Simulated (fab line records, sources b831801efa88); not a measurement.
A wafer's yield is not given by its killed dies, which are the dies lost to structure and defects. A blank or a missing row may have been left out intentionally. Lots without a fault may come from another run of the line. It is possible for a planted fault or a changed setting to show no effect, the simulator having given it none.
Chamber matching	flow gf180mcu	GF_V3_CMP_04 on cmp-01 has 4 sister chambers
The step polishes SiO2. 14 wafers are shown with their chamber, then 7 later ones without.

EACH WAFER AND ITS CHAMBER
wafer	chamber	motor current A (A)	time to endpoint s (s)
L571.2	2	11.9	85
L571.4	0	11.2	78
L571.6	2	12.8	89
L575.1	3	10.2	73
L575.3	1	12.7	72
L575.5	1	13.1	76
L576.2	1	12.5	80
L576.3	2	11.8	80
L576.5	3	10.1	81
L581.4	3	10.5	83
L581.5	1	12.5	82
L581.6	0	10.7	80
L590.2	3	10.3	77
L590.3	0	10.5	75

SIGNATURES (means of the wafers above)
reading	chamber 0	chamber 1	chamber 2	chamber 3	scatter within a chamber
motor current A	10.800	12.700	12.167	10.275	0.346
time to endpoint s	77.67	77.50	84.67	78.50	4.14
Rule: distance of a wafer from a chamber = root of the sum over the readings of ((wafer's reading minus chamber's mean) / reading's scatter) squared. If the next closest chamber is less than 2 further off than the closest, the wafer can't be placed; otherwise it belongs to the closest. The scatter: take each reading less its chamber's mean, square it, sum over the shown wafers, divide by the number of wafers less the number of chambers, and take the root.

WAFERS WITH NO CHAMBER GIVEN
wafer	motor current A (A)	time to endpoint s (s)
L590.6	11.1	79
L592.2	10.9	76
L592.3	13.2	86
L592.6	11.1	88
L593.1	12.1	79
L593.2	10.2	75
L593.3	11.1	75

EACH ONE'S CHAMBER
wafer	from the rows above	in truth
L590.6	can't be placed: 0 or 3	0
L592.2	can't be placed: 0 or 3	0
L592.3	can't be placed: 1 or 2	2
L592.6	can't be placed: 0 or 2 or 3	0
L593.1	can't be placed: 2 or 1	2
L593.2	can't be placed: 3 or 0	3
L593.3	can't be placed: 0 or 3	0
0 of 7 placed correctly. Can't be placed from these rows: 7 (the true chamber is among the candidates in 7). Wrongly placed: 0.
